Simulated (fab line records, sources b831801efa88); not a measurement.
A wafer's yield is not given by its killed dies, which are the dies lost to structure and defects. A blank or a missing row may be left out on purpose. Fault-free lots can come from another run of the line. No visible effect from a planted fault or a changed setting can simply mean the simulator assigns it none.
Which tool is to blame? ; flow gf180mcu ; route of 602 steps, sampled at 1 step: 13 lots, 39 wafers

## WHAT THE GAUGES SHOWED, per wafer
GF_V2_OVL_MEAS_15. Usual: for V2_OVL the level is -5 nm and the standard deviation is 5.3.
lot;measured;on;V2_OVL (nm);flag
L408;day 21 06:33;overlay-02;-2 -5 -7;
L409;day 21 15:54;overlay-01;3 -3 6;
L410;day 21 23:10;overlay-02;-2 -7 -8;
L411;day 22 14:32;overlay-02;-9 -4 -8;
L412;day 22 21:16;overlay-01;-8 -4 -6;
L413;day 23 05:46;overlay-02;-7 -7 -11;
L414;day 23 10:31;overlay-01;-2 -4 -10;
L415;day 24 01:27;overlay-01;-8 -10 -2;
L417;day 24 22:37;overlay-01;-2 -9 -4;
L418;day 25 08:37;overlay-01;-4 0 3;
L425;day 27 03:30;overlay-02;4 1 4;
L427;day 27 20:13;overlay-02;-3 -1 -8;
L428;day 28 02:19;overlay-02;-7 -6 -11;

## EACH LOT AND THE TOOL THAT RAN IT (in order: tool; ch and the chambers of the sampled wafers; start)
The record holds no process step before these readings.

## WHAT THE TOOLS THEMSELVES READ (means of the sampled wafers that have a number; where no wafer has one, the mark that the record gives instead)
The record holds no such reading with a usual standard deviation.

## THE ANSWER, worked out from the rows above alone
Rule: a lot is off if the mean of its wafers that have a number lies more than 3 standard deviations from the usual mean. A lot without any number at a reading at which 4 lots or more have one is off too. All remaining lots with rows at the step are treated as sound. Order of review: gauges by route order, followed by the tools' own readings, for which a lot's mean as printed above is used. At the first step where some lot is off, the reading lying furthest off is the one used; lots without a number count as furthest.
Across all readings shown, no lot is off: no conclusion can be drawn from this.

## WHAT WAS PUT IN BY THE SIMULATOR
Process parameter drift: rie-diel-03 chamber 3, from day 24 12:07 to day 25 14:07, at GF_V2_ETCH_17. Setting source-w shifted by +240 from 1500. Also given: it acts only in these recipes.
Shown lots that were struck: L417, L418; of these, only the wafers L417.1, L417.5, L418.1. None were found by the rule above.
